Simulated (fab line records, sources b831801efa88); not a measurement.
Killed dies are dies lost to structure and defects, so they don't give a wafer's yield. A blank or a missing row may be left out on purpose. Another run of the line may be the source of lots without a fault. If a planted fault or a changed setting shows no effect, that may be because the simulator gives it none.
A struck lot beside a sound one + flow sky130 + 36 steps out of a route of 708
Sound: the wafers L892.1, L892.3, L892.5. Struck: wafer L885.6. (L885.2 of the same lot was not struck and is left out.) The cause comes at the end.
Order at every step that has rows: each side's tool, ch and its chambers, its first start. Under that, the readings that differ: sound wafers + struck wafers + difference of the means + sigmas: that difference in standard deviations of wafers without a fault.
alike: words and numbers the same on both sides, and readings whose means are apart by under 2 such deviations; not compared: readings that were withheld, readings missing a value for some wafer, numbers with overlapping values and no deviation given by the record, and bounds like >300 which may hide the same value.
Wherever a step has rows on one side only, a row that says differs or no value, or a row with sigmas, the two part there. Numbers that have no deviation but don't overlap get no sigmas and don't part them. Lack of a reading on every wafer of one side parts them only where that side has two or more wafers.

first, 10 steps without rows for these wafers: SKY_POLY_CUT_ETCH_10 (etches BARC in N2/H2, stops on SiO2, time 45.9 s, target depth 60 nm); SKY_POLY_CUT_ETCH_11 (etches Si3N4 in CF4/CH2F2/Ar, stops on poly-Si, time 42.5 s, target depth 60 nm); SKY_POLY_CUT_STRIP_12 (strips in O2/N2); SKY_SD_P_DEHYDRATE_00 (time 60 s); SKY_SD_P_HMDS_01 (prime time 60 s); SKY_SD_P_COAT_02 (resist thk 1140 nm); SKY_SD_P_SOFTBAKE_03 (time 60 s); SKY_SD_P_EXPOSE_04 (exposes mask PSDM, target cd 380 nm); SKY_SD_P_PEB_05; SKY_SD_P_DEVELOP_06 (develop time 60 s).
SKY_SD_P_IMPLANT_09:
  sound on implanter-01 ch 0, day 33 01:37; struck on implanter-02 ch 0, day 30 17:41
  alike: tilt deg
SKY_SD_P_STRIP_10: strips in O2/N2.
  sound on plasma asher-03 ch 0,1, day 33 01:46; struck on plasma asher-03 ch 1, day 30 17:49
| reading                      | sound             | struck | difference | sigmas |
|------------------------------|-------------------|--------|------------|--------|
| oes product au (a.u.)        | 0.611 0.618 0.621 | 0.630  | +0.013     | +3     |
| strip time to endpoint s (s) | 17.49 17.49 17.54 | 17.14  | -0.37      | -10    |
  alike: drypump motor current A
  not compared: rf hours counter h
SKY_SD_P_TW_MEAS_11:
  sound on film metro-02, day 33 01:52; struck on film metro-04, day 30 17:55
| reading | sound          | struck | difference | sigmas |
|---------|----------------|--------|------------|--------|
| SD_P_TW | 2829 2793 2816 | 2724   | -89        | -4     |
then, 21 steps without rows for these wafers: SKY_RES_XHIGH_DEHYDRATE_00 (time 60 s); SKY_RES_XHIGH_HMDS_01 (prime time 60 s); SKY_RES_XHIGH_COAT_02 (resist thk 1140 nm); SKY_RES_XHIGH_SOFTBAKE_03 (time 60 s); SKY_RES_XHIGH_EXPOSE_04 (exposes mask URPM, target cd 1270 nm); SKY_RES_XHIGH_PEB_05; SKY_RES_XHIGH_DEVELOP_06 (develop time 60 s); SKY_RES_XHIGH_IMPLANT_07; SKY_RES_XHIGH_STRIP_08 (strips in O2/N2); SKY_SD_N_DEHYDRATE_00 (time 60 s); SKY_SD_N_HMDS_01 (prime time 60 s); SKY_SD_N_COAT_02 (resist thk 1140 nm); SKY_SD_N_SOFTBAKE_03 (time 60 s); SKY_SD_N_EXPOSE_04 (exposes mask NSDM, target cd 380 nm); SKY_SD_N_PEB_05; SKY_SD_N_DEVELOP_06 (develop time 60 s); SKY_SD_N_IMPLANT_09; SKY_SD_N_IMPLANT_10; SKY_SD_N_STRIP_11 (strips in O2/N2); SKY_SD_N_CLEAN_13 (cleans in SC1/SC2, time 150 s); SKY_SD_N_RTA_14 (time 2 s).
-- the record jumps here: 2 days lie between the struck wafers' starts before and after --
SKY_SD_N_RS_MEAS_17: a four-point-probe measurement.
  sound on film metro-02, day 35 07:57; struck on film metro-03, day 33 02:08
| reading          | sound             | struck | difference | sigmas |
|------------------|-------------------|--------|------------|--------|
| SD_P_RS (ohm/sq) | 147.3 147.4 147.4 | 149.9  | +2.5       | +8     |
-- the record jumps here: 16 days lie between the struck wafers' starts before and after (it left off in module SD_N and takes up again in module PAD_OPEN, whose first step shown is number 708 of the route) --
SKY_PAD_OPEN_PROBE_99:
  sound on prober-01, day 50 23:16; struck on prober-01, day 49 11:01
| reading                                           | sound                | struck | difference | sigmas |
|---------------------------------------------------|----------------------|--------|------------|--------|
| killed_at_M0_to_M3                                | 47 39 55             | 32     | -15        | -2     |
| model.etest.licon high po.rc ohm                  | 334.1 324.2 345.8    | 576.1  | +241.4     |        |
| model.etest.res high po.line ohm um               | 711.1 710.7 726.3    | 942.5  | +226.5     |        |
| model.etest.res pdiff.line ohm um                 | 1367 1357 1364       | 1465   | +102       |        |
| model.etest.pfet_01v8.r on ohm um                 | 2844 2910 2866       | 3043   | +170       |        |
| model.etest.res high po.rs ohm sq range           | 9.456 7.126 9.614    | 93.48  | +84.75     |        |
| model.etest.res high po.rs ohm sq                 | 249.4 252.2 250.9    | 334.4  | +83.6      |        |
| model.etest.licon pdiff.rc ohm                    | 577.2 561.7 546.9    | 686.8  | +124.9     |        |
| model.etest.res high po.rs ohm sq rim less centre | -4.003 -3.434 -6.901 | -55.87 | -51.09     |        |
  alike: killed_at_M4_up, killed at contacts, killed at front end, killed at other, killed dies, killed open, killed short

## WHERE THEY PART
First at SKY_SD_P_STRIP_10; last, within this record, at SKY_PAD_OPEN_PROBE_99.

WHY: what the simulator had put in
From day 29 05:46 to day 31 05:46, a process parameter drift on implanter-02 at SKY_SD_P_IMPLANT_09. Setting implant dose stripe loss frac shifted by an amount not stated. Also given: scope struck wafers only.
